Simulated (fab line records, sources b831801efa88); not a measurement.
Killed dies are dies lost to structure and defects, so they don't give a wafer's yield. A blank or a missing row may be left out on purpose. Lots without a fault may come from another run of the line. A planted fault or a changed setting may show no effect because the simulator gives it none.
Which tool did it? | flow gf180mcu | 12 lots, 36 wafers sampled, at 4 steps of a route of 602

WHAT THE GAUGES READ, wafer by wafer
GF_POLY_GATE_THK_MEAS_17. Usual: POLY_GATE_OXIDATION_THK 4.02 nm, standard deviation 0.078.
lot  | measured     | on            | POLY_GATE_OXIDATION_THK (nm) | flag
L994 | day 9 04:37  | film_metro-01 | 4.09 4.02 4.01               |
L996 | day 10 00:36 | film_metro-02 | 4.04 4.00 3.93               |
L997 | day 10 04:45 | film_metro-04 | 3.93 3.88 3.88               |
L998 | day 10 11:08 | film_metro-01 | 4.09 4.02 3.90               |
L104 | day 12 06:43 | film_metro-02 | 4.07 4.09 3.93               |
L106 | day 12 20:48 | film_metro-02 | 3.06 3.09 3.03               | OFF
L107 | day 13 02:50 | film_metro-04 | 3.02 2.92 2.96               | OFF
L108 | day 13 08:47 | film_metro-04 | 3.04 3.04 3.05               | OFF
L112 | day 14 16:45 | film_metro-02 | 4.01 4.03 4.04               |
L114 | day 15 07:35 | film_metro-01 | 4.16 4.12 4.05               |
L115 | day 15 14:20 | film_metro-02 | 4.19 4.11 4.20               |
L117 | day 16 00:19 | film_metro-04 | 4.10 4.02 4.11               |

GF_V1_THK_MEAS_25: measures by xrf. Usual: V1_W_THK 353 nm, standard deviation 4.2.
lot  | measured     | on            | V1_W_THK (nm) | flag
L994 | day 18 00:56 | film_metro-02 | 350 348 349   |
L996 | day 19 01:01 | film_metro-04 | 367 358 364   |
L997 | day 19 08:52 | film_metro-02 | 350 352 354   |
L998 | day 19 14:34 | film_metro-03 | 356 358 355   |
L104 | day 22 00:58 | film_metro-03 | 353 349 352   |
L106 | day 22 17:18 | film_metro-04 | 353 351 352   |
L107 | day 23 00:05 | film_metro-02 | 350 353 350   |
L108 | day 23 06:19 | film_metro-03 | 357 357 361   |
L112 | day 24 17:29 | film_metro-02 | 352 351 350   |
L114 | day 25 09:36 | film_metro-04 | 353 353 354   |
L115 | day 25 17:05 | film_metro-02 | 356 355 360   |
L117 | day 26 03:49 | film_metro-02 | 348 351 351   |

WHICH TOOL RAN EACH LOT (tool, then ch and the chambers of the sampled wafers, then the start)
lot  | GF_POLY_GATE_OXIDATION_16     | GF_V1_SPUTTER_21
L994 | furnace-02 ch 0, day 9 03:22  | pvd_sputter-03, day 18 00:35
L996 | furnace-02 ch 0, day 9 23:20  | pvd_sputter-04, day 19 00:41
L997 | furnace-01 ch 0, day 10 03:30 | pvd_sputter-04, day 19 08:32
L998 | furnace-02 ch 0, day 10 09:53 | pvd_sputter-01, day 19 14:14
L104 | furnace-02 ch 0, day 12 05:27 | pvd_sputter-03, day 22 00:36
L106 | furnace-02 ch 0, day 12 19:33 | pvd_sputter-01, day 22 16:57
L107 | furnace-02 ch 0, day 13 01:34 | pvd_sputter-01, day 22 23:44
L108 | furnace-02 ch 0, day 13 07:31 | pvd_sputter-03, day 23 05:58
L112 | furnace-01 ch 0, day 14 15:30 | pvd_sputter-01, day 24 17:09
L114 | furnace-01 ch 0, day 15 06:20 | pvd_sputter-03, day 25 09:16
L115 | furnace-01 ch 0, day 15 13:05 | pvd_sputter-03, day 25 16:46
L117 | furnace-01 ch 0, day 15 23:04 | pvd_sputter-03, day 26 03:29
- GF_POLY_GATE_OXIDATION_16: stabilise 600 s, purge 300 s, target thk 4 nm.
- GF_V1_SPUTTER_21: material Ti, target thk 15 nm, time 80.02 s.

WHAT THE TOOLS THEMSELVES READ (means of the sampled wafers that have a number; where no wafer has one, the mark that the record gives instead)
GF_POLY_GATE_OXIDATION_16. Usual: spike_tc_bottom_C 868.5 C, standard deviation 1.3; spike_tc_centre_C 851.5 C, standard deviation 1; spike_tc_lower_C 850.0 C, standard deviation 1.6; spike_tc_top_C 867.3 C, standard deviation 1.4; spike_tc_upper_C 850.0 C, standard deviation 0.93; zone_power_bottom_pct 26.2 %, standard deviation 3; zone_power_centre_pct 17.79 %, standard deviation 0.26.
lot  | tool       | spike_tc_bottom_C (C) | spike_tc_centre_C (C) | spike_tc_lower_C (C) | spike_tc_top_C (C) | spike_tc_upper_C (C) | zone_power_bottom_pct (%) | zone_power_centre_pct (%) | flag
L994 | furnace-02 | 869.9                 | 852.4                 | 852.2                | 866.3              | 851.1                | 29.4                      | 18.04                     |
L996 | furnace-02 | 870.2                 | 852.4                 | 850.6                | 866.2              | 850.4                | 29.4                      | 18.05                     |
L997 | furnace-01 | 868.0                 | 851.3                 | 849.5                | 868.2              | 849.8                | 23.2                      | 17.72                     |
L998 | furnace-02 | 869.5                 | 852.3                 | 851.6                | 866.5              | 849.5                | 29.2                      | 17.75                     |
L104 | furnace-02 | 868.9                 | 851.7                 | 851.4                | 866.1              | 850.0                | 29.2                      | 17.87                     |
L106 | furnace-02 | 846.5                 | 828.8                 | 828.1                | 844.7              | 827.0                | 27.2                      | 16.85                     | OFF
L107 | furnace-02 | 847.7                 | 829.4                 | 828.1                | 843.8              | 828.6                | 27.8                      | 17.00                     | OFF
L108 | furnace-02 | 847.7                 | 829.7                 | 829.0                | 844.6              | 828.2                | 27.6                      | 16.81                     | OFF
L112 | furnace-01 | 867.9                 | 850.6                 | 848.0                | 868.7              | 849.7                | 23.4                      | 17.69                     |
L114 | furnace-01 | 867.5                 | 851.3                 | 849.1                | 868.8              | 850.6                | 23.5                      | 17.54                     |
L115 | furnace-01 | 867.2                 | 851.9                 | 848.5                | 868.8              | 850.0                | 23.2                      | 17.78                     |
L117 | furnace-01 | 868.0                 | 851.0                 | 848.6                | 867.8              | 850.6                | 23.3                      | 17.68                     |

GF_V1_SPUTTER_21. Usual: throttle_valve_pct 29.9 %, standard deviation 1.1.
lot  | tool           | throttle_valve_pct (%) | flag
L994 | pvd_sputter-03 | 30.5                   |
L996 | pvd_sputter-04 | 30.1                   |
L997 | pvd_sputter-04 | 29.5                   |
L998 | pvd_sputter-01 | 30.3                   |
L104 | pvd_sputter-03 | 29.1                   |
L106 | pvd_sputter-01 | 30.6                   |
L107 | pvd_sputter-01 | 30.0                   |
L108 | pvd_sputter-03 | 30.1                   |
L112 | pvd_sputter-01 | 29.7                   |
L114 | pvd_sputter-03 | 29.4                   |
L115 | pvd_sputter-03 | 29.4                   |
L117 | pvd_sputter-03 | 29.6                   |

THE ANSWER, worked out from the rows above alone
Rule: a lot is off if the mean of its wafers that have a number lies more than 3 standard deviations from the usual mean. A lot without any number at a reading at which 4 lots or more have one is off too. The other lots that the step has rows for count as sound. The gauges are gone through in route order, then the tools' own readings, and for those a lot's mean is taken as printed above. The first step at which some lot is off is used, and at that step the reading that is off furthest; a lot without a number counts as furthest.
Off: L106, L107, L108, at GF_POLY_GATE_THK_MEAS_17 (POLY_GATE_OXIDATION_THK).
A tool fits if, at a process step before that reading, it ran every lot that is off, and no sound lot after the first of them. The gauges at GF_POLY_GATE_THK_MEAS_17 aren't tried: what is off there is off at GF_POLY_GATE_OXIDATION_16 too, on other tools, and a gauge's error can't cause that. One fits: furnace-02 at GF_POLY_GATE_OXIDATION_16. Its last sound lot is L104 (day 12 05:27), its first lot that is off L106 (day 12 19:33): a fault that began between those two fits.
The tool's own readings at GF_POLY_GATE_OXIDATION_16 bear it out: on the lots that are off they differ by more than 5 times the standard deviation of the sound lots' means. spike_tc_bottom_C reads 847.3 C there against 868.6 C on the sound lots; spike_tc_centre_C reads 829.3 C there against 851.7 C on the sound lots; spike_tc_lower_C reads 828.4 C there against 849.9 C on the sound lots; spike_tc_top_C reads 844.4 C there against 867.5 C on the sound lots; spike_tc_upper_C reads 827.9 C there against 850.2 C on the sound lots; zone_power_centre_pct reads 16.89 % there against 17.79 % on the sound lots.

WHAT THE SIMULATOR HAD PUT IN
Process parameter drift: furnace-02, from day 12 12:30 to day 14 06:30, at GF_POLY_GATE_OXIDATION_16. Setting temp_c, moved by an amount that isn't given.
Lots struck among those shown: L106, L107, L108. The rule above found the same.
